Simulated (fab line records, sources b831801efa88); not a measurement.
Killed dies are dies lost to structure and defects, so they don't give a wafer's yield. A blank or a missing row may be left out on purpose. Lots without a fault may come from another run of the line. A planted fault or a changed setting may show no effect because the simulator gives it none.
fab line records | flow gf180mcu
record lots=12 wafers=36 last_day=34
route steps=602 shown HV_LDD@185 M3@409
lots that met no fault: from a run of the same line without faults
start_h: hours from the record's first day to the start of the lot's first wafer shown | wait_h: hours since the lot's step before | " the same as in the row above | L1.1+2: a row that stands for several wafers | - no value, or no start given | * or withheld: withheld | < > ~ a bound
route shown NAME@n: a module of which the file shows steps, and the number in the route of the first | usual: mean/standard deviation of fault-free wafers | same: alike in all rows | chamber/n: place in a boat | sites: the reading at each site | _std_site: their standard deviation | _edge_site: outer sites' mean less inner sites' | radius_mm: how far each site lies from the wafer's centre | mask NAME#n: copy n | behind: the tool/chamber that last shaped the wafer | hold: why the lot was held/for how many hours/how that ended | device: the transistor (n, p or np) that didn't switch | end of line: the same wafers' tests at the end of the route | a step without rows: its recipe alone | killed: dies lost to structure and defects at the first sort, not the wafer's yield | map: a wafer's dies, x killed, . not, _ none there
set.NAME: the setting as run; set.NAME@STEP: as run at that earlier step | model.NAME: the simulator's own value behind a step, which no gauge read
steps of the route over a sample of lots; a table a step, a row a wafer
services: from which hour (start_h, from the record's first day; less than 0 if before it) a tool's chamber was out of use, for how many hours, and why
## steps
# step GF_HV_LDD_IMPLANT_09
# recipe species=As energy_kev=40 dose_cm2=1e+14 tilt_deg=7
# usual beam_energy_keV=40.000/0.014 faraday_current_uA=564/11 tilt_deg=7.004/0.018
# columns lot.wafer tool chamber start_h wait_h beam_energy_keV faraday_current_uA tilt_deg
L406.2 implanter-02 0 222.71 0.0 39.999 563 6.983
L406.5 " 0 " " 39.987 578 6.995
L406.6 " 0 " " 40.003 544 7.008
L407.2 implanter-02 0 228.01 0.0 40.002 557 7.008
L407.3 " 0 " " 40.017 569 6.983
L407.4 " 0 " " 40.016 555 6.978
L409.2 implanter-01 0 237.77 0.0 39.991 565 7.024
L409.4 " 0 " " 39.994 552 7.012
L409.5 " 0 " " 39.984 575 7.027
L411.3 implanter-02 0 249.15 0.1 40.018 566 7.007
L411.4 " 0 " " 40.024 552 6.998
L411.5 " 0 " " 40.009 573 6.974
L413.1 implanter-01 0 266.71 0.0 39.988 579 7.022
L413.4 " 0 " " 39.995 574 7.035
L413.6 " 0 " " 39.992 571 7.034
L414.4 implanter-04 0 272.71 0.1 40.000 574 7.014
L414.5 " 0 " " 40.023 564 6.977
L414.6 " 0 " " 40.012 559 6.988
L415.1 implanter-01 0 280.25 0.0 39.997 573 7.024
L415.2 " 0 " " 39.994 565 6.961
L415.6 " 0 " " 40.008 573 7.030
L421.2 implanter-02 0 323.97 0.0 33.412 562 6.990
L421.5 " 0 " " 33.423 579 6.973
L421.6 " 0 " " 33.416 574 6.993
L422.1 implanter-02 0 333.59 0.0 33.415 565 7.033
L422.2 " 0 " " 33.395 556 7.032
L422.5 " 0 " " 33.419 539 7.018
L425.1 implanter-01 0 357.81 0.0 39.978 561 7.027
L425.3 " 0 " " 39.997 550 7.043
L425.6 " 0 " " 40.012 573 7.013
L426.1 implanter-04 0 361.45 0.0 39.991 569 6.980
L426.4 " 0 " " 40.003 564 7.015
L426.6 " 0 " " 40.006 568 7.001
L429.1 implanter-04 0 382.35 0.0 39.988 555 6.974
L429.3 " 0 " " 39.990 560 7.007
L429.6 " 0 " " 39.987 534 7.000
# step GF_HV_LDD_TW_MEAS_11
# usual HV_LDD_TW=2427/18
# columns lot.wafer tool chamber start_h wait_h HV_LDD_TW
L406.2 film_metro-01 - 222.95 0.1 2392
L406.5 " - " " 2396
L406.6 " - " " 2384
L407.2 film_metro-03 - 228.25 0.1 2429
L407.3 " - " " 2424
L407.4 " - " " 2423
L409.2 film_metro-02 - 238.01 0.1 2424
L409.4 " - " " 2431
L409.5 " - " " 2440
L411.3 film_metro-02 - 249.37 0.1 2448
L411.4 " - " " 2427
L411.5 " - " " 2442
L413.1 film_metro-02 - 266.96 0.1 2441
L413.4 " - " " 2425
L413.6 " - " " 2444
L414.4 film_metro-01 - 272.92 0.1 2424
L414.5 " - " " 2418
L414.6 " - " " 2416
L415.1 film_metro-03 - 280.50 0.1 2466
L415.2 " - " " 2435
L415.6 " - " " 2425
L421.2 film_metro-03 - 324.21 0.1 2309
L421.5 " - " " 2299
L421.6 " - " " 2301
L422.1 film_metro-01 - 333.84 0.1 2287
L422.2 " - " " 2292
L422.5 " - " " 2281
L425.1 film_metro-01 - 358.06 0.1 2405
L425.3 " - " " 2415
L425.6 " - " " 2405
L426.1 film_metro-03 - 361.70 0.1 2423
L426.4 " - " " 2423
L426.6 " - " " 2424
L429.1 film_metro-03 - 382.60 0.1 2428
L429.3 " - " " 2417
L429.6 " - " " 2434
# step GF_HV_LDD_RS_MEAS_53
# recipe thk_meas_gauge=four-point-probe
# usual HV_LDD_RS=417.8/1
# columns lot.wafer tool chamber start_h wait_h HV_LDD_RS[ohm/sq]
L406.2 film_metro-03 - 279.07 0.1 416.6
L406.5 " - " " 417.3
L406.6 " - " " 417.0
L407.2 film_metro-02 - 285.65 0.1 419.0
L407.3 " - " " 418.2
L407.4 " - " " 416.2
L409.2 film_metro-03 - 296.35 0.1 419.7
L409.4 " - " " 417.9
L409.5 " - " " 418.7
L411.3 film_metro-03 - 309.97 0.1 416.9
L411.4 " - " " 417.0
L411.5 " - " " 416.6
L413.1 film_metro-02 - 328.20 0.1 417.1
L413.4 " - " " 417.1
L413.6 " - " " 418.1
L414.4 film_metro-01 - 336.97 0.1 418.3
L414.5 " - " " 417.6
L414.6 " - " " 419.1
L415.1 film_metro-02 - 343.34 0.1 417.4
L415.2 " - " " 419.4
L415.6 " - " " 418.5
L421.2 film_metro-03 - 391.53 0.1 421.5
L421.5 " - " " 422.9
L421.6 " - " " 421.1
L422.1 film_metro-03 - 401.91 0.1 420.9
L422.2 " - " " 421.2
L422.5 " - " " 421.7
L425.1 film_metro-02 - 427.71 0.1 419.7
L425.3 " - " " 419.4
L425.6 " - " " 419.4
L426.1 film_metro-03 - 432.41 0.1 417.0
L426.4 " - " " 417.2
L426.6 " - " " 417.6
L429.1 film_metro-01 - 456.83 0.1 417.4
L429.3 " - " " 418.9
L429.6 " - " " 418.1
# step GF_M3_SPUTTER_00
# recipe material=Ti target_thk_nm=37.5 arriving_ion_energy_ev=80 substrate_temp_c=200 chamber_pressure_pa=2 power_w=4000 time_s=150
# usual throttle_valve_pct=30.1/1
# columns lot.wafer tool chamber start_h wait_h throttle_valve_pct
L406.2 pvd_sputter-04 - 469.21 0.2 30.8
L406.5 " - " " 30.4
L406.6 " - " " 31.2
L407.2 pvd_sputter-01 - 478.51 0.1 30.3
L407.3 " - " " 30.9
L407.4 " - " " 29.9
L409.2 pvd_sputter-04 - 492.40 0.2 31.2
L409.4 " - " " 30.6
L409.5 " - " " 30.8
L411.3 pvd_sputter-01 - 507.33 0.1 31.3
L411.4 " - " " 29.9
L411.5 " - " " 30.5
L413.1 pvd_sputter-01 - 527.45 0.2 30.1
L413.4 " - " " 29.9
L413.6 " - " " 31.1
L414.4 pvd_sputter-04 - 537.63 0.1 31.3
L414.5 " - " " 30.7
L414.6 " - " " 27.4
L415.1 pvd_sputter-04 - 543.91 0.2 27.6
L415.2 " - " " 30.8
L415.6 " - " " 30.7
L421.2 pvd_sputter-01 - 591.85 0.2 30.0
L421.5 " - " " 30.3
L421.6 " - " " 30.1
L422.1 pvd_sputter-03 - 600.47 0.2 28.5
L422.2 " - " " 30.4
L422.5 " - " " 30.0
L425.1 pvd_sputter-04 - 624.55 0.2 31.0
L425.3 " - " " 30.9
L425.6 " - " " 30.7
L426.1 pvd_sputter-01 - 627.09 0.2 30.8
L426.4 " - " " 30.2
L426.6 " - " " 31.1
L429.1 pvd_sputter-04 - 647.49 0.2 27.5
L429.3 " - " " 31.0
L429.6 " - " " 27.7
# step GF_M3_CD_MEAS_14
# recipe target_cd_nm=280
# usual cd_nm=279.8/1.2
# columns lot.wafer tool chamber start_h wait_h cd_nm
L406.2 cd_sem-01 - 493.51 0.1 278.7
L406.5 " - " " 279.6
L406.6 " - " " 279.5
L407.2 cd_sem-02 - 502.66 0.1 279.9
L407.3 " - " " 281.1
L407.4 " - " " 282.0
L409.2 cd_sem-01 - 515.77 0.1 278.7
L409.4 " - " " 277.5
L409.5 " - " " 278.3
L411.3 cd_sem-01 - 530.48 0.1 281.4
L411.4 " - " " 281.2
L411.5 " - " " 281.9
L413.1 cd_sem-01 - 550.59 0.1 281.0
L413.4 " - " " 280.2
L413.6 " - " " 279.0
L414.4 cd_sem-02 - 560.75 0.1 279.1
L414.5 " - " " 280.1
L414.6 " - " " 278.6
L415.1 cd_sem-02 - 566.10 0.1 278.6
L415.2 " - " " 278.9
L415.6 " - " " 280.5
L421.2 cd_sem-02 - 613.32 0.1 281.8
L421.5 " - " " 280.6
L421.6 " - " " 281.4
L422.1 cd_sem-02 - 621.29 0.1 277.9
L422.2 " - " " 279.5
L422.5 " - " " 278.6
L425.1 cd_sem-01 - 645.19 0.1 282.3
L425.3 " - " " 281.7
L425.6 " - " " 283.1
L426.1 cd_sem-02 - 647.29 0.1 280.5
L426.4 " - " " 280.8
L426.6 " - " " 279.4
L429.1 cd_sem-02 - 667.34 0.1 280.7
L429.3 " - " " 281.3
L429.6 " - " " 280.8
# step GF_M3_STRIP_17
# recipe chemistry=O2/N2 power_w=1400 pressure_mtorr=1500 platen_temp_c=250 o2_flow_sccm=3000 n2_flow_sccm=300 overash_fraction=0.5
# usual drypump_motor_current_A=5.6/0.53 heater_power_w=355/17 oes_product_au=0.558/0.005 strip_time_to_endpoint_s=7.86/0.032
# same overash_fraction=0.5
# columns lot.wafer tool chamber start_h wait_h drypump_motor_current_A heater_power_w oes_product_au rf_hours_counter_h strip_time_to_endpoint_s
L406.2 plasma_asher-03 1 493.76 0.1 6.1 376 0.547 83 7.84
L406.5 " 0 " " 5.5 345 0.547 - 7.83
L406.6 " 1 " " 6.1 371 0.558 - 7.86
L407.2 plasma_asher-03 1 502.91 0.1 6.1 373 0.557 84 7.90
L407.3 " 0 " " 5.5 342 0.561 - 7.87
L407.4 " 1 " " 6.1 363 0.561 - 7.93
L409.2 plasma_asher-03 0 516.01 0.1 5.5 338 0.558 85 7.85
L409.4 " 0 " " 5.5 340 0.561 - 7.89
L409.5 " 1 " " 6.1 375 0.559 - 7.85
L411.3 plasma_asher-02 0 530.74 0.1 6.6 369 0.554 - 7.84
L411.4 " 1 " " 5.7 332 0.553 - 7.87
L411.5 " 0 " " 6.6 359 0.559 - 7.81
L413.1 plasma_asher-04 1 550.86 0.1 5.1 387 0.552 76 7.83
L413.4 " 1 " " 5.1 378 0.555 - 7.87
L413.6 " 0 " " 4.9 341 0.563 - 7.82
L414.4 plasma_asher-02 0 560.99 0.1 6.6 360 0.558 - 7.89
L414.5 " 1 " " 5.7 331 0.554 - 7.90
L414.6 " 0 " " 6.6 362 0.564 - 7.88
L415.1 plasma_asher-02 0 566.36 0.1 6.6 367 0.565 51 7.85
L415.2 " 1 " " 5.7 331 0.564 51 7.93
L415.6 " 0 " " 6.6 365 0.561 - 7.91
L421.2 plasma_asher-02 0 613.56 0.1 6.7 362 0.559 57 7.89
L421.5 " 1 " " 5.7 338 0.552 - 7.85
L421.6 " 0 " " 6.6 356 0.559 - 7.85
L422.1 plasma_asher-04 1 621.67 0.2 5.0 376 0.553 84 7.87
L422.2 " 0 " " 4.9 336 0.561 84 7.85
L422.5 " 1 " " 5.0 381 0.565 - 7.88
L425.1 plasma_asher-03 1 645.57 0.2 6.1 369 0.555 99 7.86
L425.3 " 1 " " 6.1 386 0.566 - 7.86
L425.6 " 0 " " 5.5 339 0.562 - 7.90
L426.1 plasma_asher-04 1 647.56 0.1 5.1 368 0.561 87 7.87
L426.4 " 1 " " 5.1 371 0.557 - 7.89
L426.6 " 0 " " 4.9 344 0.548 - 7.84
L429.1 plasma_asher-03 1 667.72 0.2 6.1 373 0.554 101 7.84
L429.3 " 0 " " 5.4 338 0.559 - 7.85
L429.6 " 1 " " 6.1 370 0.556 - 7.86
## services
# columns tool chamber start_h hours kind
implanter-02 - 202.51 10.5 pm
implanter-01 - 205.02 3.3 pm
plasma_asher-03 - 214.96 1.5 repair
implanter-02 - 217.61 0.6 repair
pvd_sputter-04 - 279.14 3.1 repair
pvd_sputter-04 - 293.73 4.6 repair
pvd_sputter-01 - 313.62 6.1 repair
plasma_asher-03 - 315.11 2.8 pm
plasma_asher-03 - 317.86 15.5 pm
implanter-01 - 318.90 15.7 pm
implanter-02 - 328.38 2.0 repair
pvd_sputter-01 - 340.43 4.0 repair
plasma_asher-03 - 357.45 2.6 repair
implanter-01 - 370.47 3.6 repair
implanter-01 - 381.91 2.1 repair
implanter-01 - 402.81 0.7 repair
implanter-02 - 453.70 1.3 repair
implanter-02 - 494.17 1.8 repair
implanter-02 - 516.41 5.3 repair
implanter-02 - 546.98 4.0 pm
implanter-02 - 598.22 1.0 repair
implanter-01 - 614.23 1.8 repair
plasma_asher-02 - 617.51 28.1 pm
plasma_asher-03 - 617.92 4.5 repair
## key
first_sign step=GF_HV_LDD_IMPLANT_09 reading=beam_energy_keV direction=down sigmas=99+ usual=40.000 struck=33.413
effect step=GF_HV_LDD_TW_MEAS_11 reading=HV_LDD_TW direction=down sigmas=7.5 usual=2427 struck=2295
effect step=GF_HV_LDD_RS_MEAS_53 reading=HV_LDD_RS direction=up sigmas=3.6 usual=417.8 struck=421.5
met_at GF_HV_LDD_IMPLANT_09
struck_lots L421,L422
tester_left_out L421,L422
not_acting_at GF_M3_SPUTTER_00,GF_M3_CD_MEAS_14,GF_M3_STRIP_17
onset_between 249.15 323.97
fault kind=process_parameter_drift tool=implanter-02 chamber=- onset_h=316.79 steps=GF_HV_LDD_IMPLANT_09 channel=energy_kev offset=-6.5985 shape=step end_h=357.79 acts_in=these_recipes_only stated=40
# tester_left_out: of these lots the tester's yield and bins aren't shown, on N5 and GAA mostly nor the transistor test; their killed dies are dies lost to structure and defects alone, not to doping, threshold or leakage, so they don't give the yield
